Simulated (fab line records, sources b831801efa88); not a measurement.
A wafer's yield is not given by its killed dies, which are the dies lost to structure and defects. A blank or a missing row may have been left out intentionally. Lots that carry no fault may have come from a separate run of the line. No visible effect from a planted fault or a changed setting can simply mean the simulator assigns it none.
Problem report in the 8D (eight disciplines) form, filled by code / flow gf180mcu / the parts of the form that need people (team, actions taken, sign-off) are left out

1. WHAT IS WRONG
HV_LDD_03_OVL at GF_HV_LDD_OVL_MEAS_47 reads a mean of 243.1 nm on 12 wafers of 4 lots; wafers without a fault read -0.7 nm with a standard deviation of 1.5. So: +99 or more standard deviations from the usual mean.
Earliest sighting: wafer L831.2 on overlay-02 at day 13 18:48. The record has a number at this step for 42 wafers belonging to 14 lots. By rule, "out" or "out of limits" means more than 4 standard deviations away from the usual mean. The other wafers with a number count as sound.

2. WHAT IT IS AND WHAT IT IS NOT
question=which readings at this step | is=HV_LDD_03_OVL | is not=-
question=which lots | is=L831, L835, L836, L838 | is not=L827, L828, L829, L830, L837, L840, L841, L844, L846, L849
question=which wafers of those lots | is=all that have a number | is not=-
question=read on which gauges | is=overlay-01, overlay-02 | is not=-
question=when | is=from day 13 18:48 | is not=up to then (12 sound wafers); but 18 sound wafers of L837, L840, L841, L844, L846, L849 came after

3. WHAT RULES OUT EACH SUSPECT
Counting: a tool stays on the suspect list if, at a process step up to the reading, it processed all lots that are out and no sound lot following the first of them.
- the gauge at GF_HV_LDD_OVL_MEAS_47 has been ruled out. Those wafers that are out were read across 2 gauges (overlay-01, overlay-02).
- iline_stepper-02 at GF_HV_LDD_EXPOSE_43 (exposes mask Pplus HV AREA, target cd 400 nm): kept. All lots that are out passed through it, beginning with L831 at day 13 08:09, and no sound lot followed; its final sound lot before that point was L829 at day 12 15:10.
The count leaves iline_stepper-02 at GF_HV_LDD_EXPOSE_43.

4. THE CAUSE (what the simulator had put in)
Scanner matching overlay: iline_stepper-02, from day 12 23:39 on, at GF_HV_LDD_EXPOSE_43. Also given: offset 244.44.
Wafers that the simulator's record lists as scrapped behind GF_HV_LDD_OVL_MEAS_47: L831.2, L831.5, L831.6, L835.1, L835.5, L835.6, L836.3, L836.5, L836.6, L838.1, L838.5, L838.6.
The count eliminated every tool but this one.

5. THE EFFECT CHAIN, in route order
One row per reading whose mean, taken over the struck wafers that have a number, lies over 3 standard deviations from the usual. Readings are gone through only where the record gives a usual standard deviation; hours: the median, over the lots, of the time from a lot's start at the first step in this table giving one to that lot's start at this step; sigmas: the change measured in usual standard deviations.
hours=0; step=GF_HV_LDD_OVL_MEAS_47; reading=HV_LDD_03_OVL; usual=-0.7 nm; on struck wafers=243.1; change=+243.8; sigmas=+99 or more

6. WHAT WOULD HAVE CAUGHT IT SOONER
19 hours passed between the start of the fault at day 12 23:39 and the first reading out of limits at a measuring or inspecting step in this record, taken at day 13 18:48.
Tool readings at GF_HV_LDD_EXPOSE_43 with a usual standard deviation given in the record: none out on any struck wafer, hence no alarm at a limit of 4 standard deviations on them.
Lots out: 4; of these, L835, L836, L838 started GF_HV_LDD_EXPOSE_43 on iline_stepper-02 after day 13 18:48. A hold on the tool at that time would have spared those 3.
